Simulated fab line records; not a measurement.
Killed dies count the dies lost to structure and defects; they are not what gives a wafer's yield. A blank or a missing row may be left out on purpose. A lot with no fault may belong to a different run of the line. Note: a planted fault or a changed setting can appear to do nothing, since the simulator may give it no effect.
The tool behind it: which one? ; flow sky130 ; Sampling: 12 lots, 36 wafers, 4 of 708 route steps

## WHAT THE GAUGES SHOWED, per wafer
SKY_RES_XHIGH_TW_MEAS_09. Usual: for RES_XHIGH_TW the level is 1649 and the standard deviation is 14.
lot;measured;on;RES_XHIGH_TW;flag
L374;day 26 18:24;film_metro-01;1638 1642 1640;
L375;day 27 01:05;film_metro-01;1646 1650 1652;
L376;day 27 11:59;film_metro-01;1645 1644 1656;
L377;day 27 21:18;film_metro-01;30 30 30 30 30 30;OFF
L379;day 28 13:35;film_metro-02;1664 1656 1671;
L385;day 31 04:16;film_metro-02;1658 1653 1656;
L389;day 32 17:35;film_metro-02;1661 1658 1666;
L388;day 32 22:25;film_metro-03;1613 1619 1617;
L393;day 33 06:11;film_metro-02;1649 1663 1663;
L394;day 33 12:01;film_metro-02;1662 1663 1661;
L395;day 33 17:04;film_metro-01;1636 1641 1644;
L396;day 34 08:38;film_metro-01;1628 1632 1631;

SKY_CONTACT_THK_MEAS_26: measures by xrf. Usual: for CONTACT_W_THK the level is 344 nm and the standard deviation is 5.7.
lot;measured;on;CONTACT_W_THK (nm);flag
L374;day 31 18:36;film_metro-02;346 345 341;
L375;day 31 22:38;film_metro-02;345 350 351;
L376;day 32 07:37;film_metro-02;345 349 346;
L379;day 33 08:46;film_metro-01;332 336 334;
L385;day 35 22:07;film_metro-02;359 352 350;
L389;day 37 10:01;film_metro-04;349 349 352;
L388;day 37 13:45;film_metro-02;346 346 348;
L393;day 37 20:16;film_metro-04;344 346 343;
L394;day 38 01:40;film_metro-01;332 332 336;
L395;day 38 07:13;film_metro-04;335 329 333;
L396;day 38 22:02;film_metro-02;353 347 349;

## EACH LOT AND THE TOOL THAT RAN IT (in order: tool; ch and the chambers of the sampled wafers; start)
lot;SKY_RES_XHIGH_EXPOSE_04;SKY_SD_N_STRIP_11
L374;iline_stepper-02 ch 0, day 26 03:28;plasma_asher-01 ch 0,1, day 27 23:35
L375;iline_stepper-02 ch 0, day 26 09:50;plasma_asher-03 ch 0,1, day 28 06:08
L376;iline_stepper-01 ch 0, day 26 21:52;plasma_asher-03 ch 0,1, day 28 16:08
L377;iline_stepper-02 ch 0, day 27 07:08;-
L379;iline_stepper-01 ch 0, day 27 23:37;plasma_asher-01 ch 0, day 29 16:53
L385;iline_stepper-02 ch 0, day 30 14:32;plasma_asher-01 ch 0,1, day 32 08:07
L389;iline_stepper-02 ch 0, day 32 03:50;plasma_asher-03 ch 0,1, day 33 21:08
L388;iline_stepper-02 ch 0, day 32 08:52;plasma_asher-02 ch 0,1, day 34 01:35
L393;iline_stepper-01 ch 0, day 32 16:52;plasma_asher-01 ch 0,1, day 34 08:59
L394;iline_stepper-01 ch 0, day 32 22:25;plasma_asher-01 ch 0,1, day 34 14:04
L395;iline_stepper-02 ch 0, day 33 03:54;plasma_asher-01 ch 0,1, day 34 19:14
L396;iline_stepper-02 ch 0, day 33 19:26;plasma_asher-01 ch 0,1, day 35 11:14
- SKY_RES_XHIGH_EXPOSE_04: exposes mask URPM, target cd 1270 nm.
- SKY_SD_N_STRIP_11: strips in O2/N2.

## AS READ BY THE TOOLS THEMSELVES (means over the sampled wafers that have a number; for cases with no such wafer, the mark the record gives instead)
SKY_SD_N_STRIP_11. Usual: drypump_motor_current_A 5.7 A, standard deviation 0.46; oes_product_au 0.526 a.u., standard deviation 0.0047; strip_time_to_endpoint_s 22.55 s, standard deviation 0.044.
lot;tool;drypump_motor_current_A (A);oes_product_au (a.u.);strip_time_to_endpoint_s (s);flag
L374;plasma_asher-01;5.7;0.526;22.54;
L375;plasma_asher-03;6.0;0.529;22.62;
L376;plasma_asher-03;6.0;0.528;22.57;
L379;plasma_asher-01;5.4;0.523;22.51;
L385;plasma_asher-01;5.9;0.525;22.53;
L389;plasma_asher-03;6.1;0.523;22.58;
L388;plasma_asher-02;5.2;0.525;22.51;
L393;plasma_asher-01;5.9;0.528;22.53;
L394;plasma_asher-01;5.9;0.529;22.57;
L395;plasma_asher-01;5.7;0.528;22.61;
L396;plasma_asher-01;5.9;0.530;22.61;

## THE ANSWER, worked out from the rows above alone
Rule: take the mean of a lot's wafers that have a number; if it is more than 3 standard deviations from the usual mean, the lot is off. A lot without any number at a reading at which 4 lots or more have one is off too. The other lots that the step has rows for count as sound. After the gauges, taken in route order, come the tools' own readings; for these a lot's mean is taken, as printed above. The first step at which some lot is off is used, and at that step the reading that is off furthest; a lot without a number counts as furthest.
Off: L377, seen at SKY_RES_XHIGH_TW_MEAS_09 (RES_XHIGH_TW).
If a tool, at a process step before that reading, ran all the lots that are off and no sound lot after the first of them, it fits. Gauges at SKY_RES_XHIGH_TW_MEAS_09: tried the same way as those tools. No candidate that was tried fits.

## WHAT THE SIMULATOR HAD PUT IN
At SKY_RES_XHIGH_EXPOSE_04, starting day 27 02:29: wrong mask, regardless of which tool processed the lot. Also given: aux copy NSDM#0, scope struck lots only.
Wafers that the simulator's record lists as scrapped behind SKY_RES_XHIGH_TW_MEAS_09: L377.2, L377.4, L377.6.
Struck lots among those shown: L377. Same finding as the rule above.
